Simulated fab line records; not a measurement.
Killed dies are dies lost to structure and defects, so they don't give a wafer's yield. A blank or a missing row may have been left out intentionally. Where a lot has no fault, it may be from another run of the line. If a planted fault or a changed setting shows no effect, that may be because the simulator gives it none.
Matching of chambers | flow sky130 | rieDiel-02 running SKY_LI_CONTACT_ETCH_15: 4 sister chambers
The step etches PSG in C4F8/O2/Ar, stops on Si, target depth 600 nm. 4 wafers are shown with their chamber, then 7 later ones without.

## EACH WAFER AND ITS CHAMBER
wafer  | chamber | oesProductAu (a.u.)
L830.2 | 3       | 0.837
L830.4 | 2       | 0.835
L836.3 | 1       | 0.838
L836.4 | 0       | 0.837

## WAFERS MISSING THEIR CHAMBER
wafer  | oesProductAu (a.u.)
L836.5 | 0.838
L837.3 | 0.838
L837.4 | 0.841
L837.6 | 0.833
L838.1 | 0.837
L838.5 | 0.834
L838.6 | 0.847

## WHICH CHAMBER EACH ONE RAN IN
wafer  | from the rows above               | in truth
L836.5 | can't be placed: 1 or 0 or 3 or 2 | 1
L837.3 | can't be placed: 1 or 0 or 3 or 2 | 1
L837.4 | can't be placed: 1 or 0 or 3 or 2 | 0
L837.6 | can't be placed: 2 or 0 or 3 or 1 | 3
L838.1 | can't be placed: 0 or 3 or 1 or 2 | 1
L838.5 | can't be placed: 2 or 0 or 3 or 1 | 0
L838.6 | can't be placed: 1 or 0 or 3 or 2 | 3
Correctly placed: 0 of 7. These rows do not allow placing 7 (true chamber among the candidates in 7). Placed wrongly: 0.
How it was worked out, from the rows above alone: a wafer's distance from a chamber is the root of the sum, over the readings, of the square of ((its reading less the chamber's mean) divided by the reading's scatter). If the next closest chamber is less than 2 further off than the closest, the wafer can't be placed; otherwise it belongs to the closest. For every chamber, the mean is computed from those of its wafers that are shown. The scatter: root of mean squared gap, hidden wafer to nearest shown wafer, with one shown wafer a chamber.
